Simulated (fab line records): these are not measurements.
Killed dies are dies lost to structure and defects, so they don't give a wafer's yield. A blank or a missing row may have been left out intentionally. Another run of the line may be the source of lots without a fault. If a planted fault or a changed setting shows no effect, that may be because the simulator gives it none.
The same fault as seen by 2 desks ; flow gf180mcu ; only its own numbers are on each desk; what lay behind them is given at the end

## DESK OF THE TOOL OWNER: lithoTrack-01
The tool's own readings at GF_MVSD_COAT_02 (resist thk 3000 nm): means of the sampled wafers that have a number, for each lot that ran on this tool. A lot is out of limits, marked OUT, if its mean lies more than 4 standard deviations from the usual mean; the brackets give that distance.
Columns: A = dispensePressureKPa at GF_MVSD_COAT_02, usual 49.2 kPa
lot;first seen here;A
L604;day 4 03:17;47.0
L608;day 5 03:23;47.0
L612;day 6 06:20;47.0
L619;day 7 15:11;47.0
L618;day 7 16:08;47.0
L622;day 8 11:38;47.0
Result from this desk: across the 6 lots, nothing is out of limits.

## AT THE METROLOGY DESK
Means of the sampled wafers that have a number, per lot and without regard to the tool the lot ran on: this is what the gauges read. A lot is out of limits, marked OUT, if its mean lies more than 4 standard deviations from the usual mean; the brackets give that distance.
Columns: A = STI_OXIDATION_THK at GF_STI_THK_MEAS_02, usual 10.00 nm; B = VT_IMPLANT_01_OVL at GF_VT_IMPLANT_OVL_MEAS_18, usual 0.8 nm; C = NWELL_RS at GF_VT_IMPLANT_RS_MEAS_47, usual 487.6 ohm/sq
lot;first seen here;A;B;C
L604;day 1 11:31;10.24;1.4;487.2
L605;day 1 16:31;10.13;1.8;486.9
L606;day 1 21:32;10.09;0.7;487.2
L607;day 2 02:32;10.12;1.4;486.8
L608;day 2 09:03;9.83;2.6;487.9
L610;day 2 17:32;10.30;0.2;487.5
L611;day 2 23:58;10.11;-1.3;488.8
L612;day 3 05:30;9.88;2.3;488.0
L613;day 3 10:17;10.17;-1.2;487.8
L618;day 4 15:35;9.74;-0.9;487.0
L619;day 4 15:35;9.81;2.1;488.5
L620;day 4 22:11;9.84;1.2;486.9
L622;day 5 07:41;10.14;-0.8;486.1
L623;day 5 11:19;10.00;2.6;488.6
Result from this desk: across the 14 lots, nothing is out of limits.

## TAKEN TOGETHER
Nothing out of limits was seen by the tool owner's desk.
Nothing out of limits was seen by the metrology desk.

## WHAT THE SIMULATOR HAD INSERTED
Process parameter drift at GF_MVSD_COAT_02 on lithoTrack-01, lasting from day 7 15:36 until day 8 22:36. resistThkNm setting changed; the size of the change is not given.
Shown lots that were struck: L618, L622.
